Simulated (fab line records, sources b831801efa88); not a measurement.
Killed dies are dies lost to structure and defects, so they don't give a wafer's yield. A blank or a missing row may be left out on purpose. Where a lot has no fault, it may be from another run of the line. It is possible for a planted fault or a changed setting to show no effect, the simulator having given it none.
The same fault as seen by 2 desks || flow gf180mcu || only its own numbers are on each desk; what lay behind them is given at the end

== FROM THE METROLOGY DESK ==
What the gauges read for every lot (on any tool): the sampled wafers with a number, averaged. A lot is out of limits, marked OUT, if its mean lies more than 4 standard deviations from the usual mean; the brackets give that distance.
Columns: A = M1_ALCU_RS at GF_M1_RS_MEAS_05, usual 0.0693 ohm/sq; B = cdNm at GF_M1_CD_MEAS_14, usual 230.1 nm
{"lot": "L389", "first seen here": "day 16 02:56", "A": 0.0694, "B": 229.9}
{"lot": "L391", "first seen here": "day 16 20:56", "A": 0.0690, "B": 228.6}
{"lot": "L393", "first seen here": "day 18 00:13", "A": 0.0697, "B": 229.8}
{"lot": "L394", "first seen here": "day 18 02:54", "A": 0.0679, "B": 230.2}
{"lot": "L395", "first seen here": "day 18 14:43", "A": 0.0690, "B": 229.3}
{"lot": "L400", "first seen here": "day 20 17:46", "A": 0.0696, "B": "243.5 (+13) OUT"}
{"lot": "L401", "first seen here": "day 20 19:05", "A": 0.0698, "B": "242.6 (+13) OUT"}
{"lot": "L403", "first seen here": "day 21 14:41", "A": 0.0696, "B": 228.4}
{"lot": "L405", "first seen here": "day 22 09:55", "A": 0.0695, "B": 230.1}
{"lot": "L406", "first seen here": "day 22 14:13", "A": 0.0693, "B": 230.9}
{"lot": "L407", "first seen here": "day 22 23:24", "A": 0.0697, "B": 230.7}
{"lot": "L409", "first seen here": "day 23 11:15", "A": 0.0704, "B": 229.7}
{"lot": "L411", "first seen here": "day 24 04:53", "A": 0.0687, "B": 231.3}
Finding of this desk: L400, L401 out of limits; the first was L400 at day 21 18:03, on cdNm at GF_M1_CD_MEAS_14. L389, L391, L393, L394, L395, L403, L405, L406, L407, L409, L411 stayed within limits.

== AT THE TOOL OWNER'S DESK: lithoTrack-02 ==
Per lot that ran on this tool, the mean of the sampled wafers carrying a number, from the tool's own readings at GF_M1_SOFTBAKE_10 (time 60 s). A lot is out of limits, marked OUT, if its mean lies more than 4 standard deviations from the usual mean; the brackets give that distance.
Columns: A = heaterPowerTotalW at GF_M1_SOFTBAKE_10, usual 93.05 W; B = plateTempC at GF_M1_SOFTBAKE_10, usual 129.97 C
{"lot": "L389", "first seen here": "day 16 13:29", "A": 93.03, "B": 129.97}
{"lot": "L391", "first seen here": "day 17 08:07", "A": 93.13, "B": 129.91}
{"lot": "L393", "first seen here": "day 18 12:10", "A": 93.07, "B": 130.04}
{"lot": "L400", "first seen here": "day 21 06:11", "A": "88.30 (-79) OUT", "B": "124.87 (-39) OUT"}
{"lot": "L401", "first seen here": "day 21 07:29", "A": "88.23 (-80) OUT", "B": "125.00 (-38) OUT"}
Finding of this desk: L400, L401 out of limits; the first was L400 at day 21 06:11, on heaterPowerTotalW at GF_M1_SOFTBAKE_10. L389, L391, L393 stayed within limits.

== BROUGHT TOGETHER ==
The tool owner's desk could have raised an alarm at day 21 06:11, on L400, L401.
The metrology desk could have raised an alarm at day 21 18:03, on L400, L401.
Every lot named ran GF_M1_SOFTBAKE_10 on lithoTrack-02.

== WHAT THE SIMULATOR PUT IN ==
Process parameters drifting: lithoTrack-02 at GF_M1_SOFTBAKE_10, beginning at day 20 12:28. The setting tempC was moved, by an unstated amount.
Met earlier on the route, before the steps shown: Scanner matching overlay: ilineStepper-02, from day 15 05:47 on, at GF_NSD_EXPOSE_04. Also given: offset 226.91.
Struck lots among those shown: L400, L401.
Delay (hours) between the fault's onset and each desk's first out-of-limits reading: 18 at the tool owner's desk, 30 at the metrology desk.
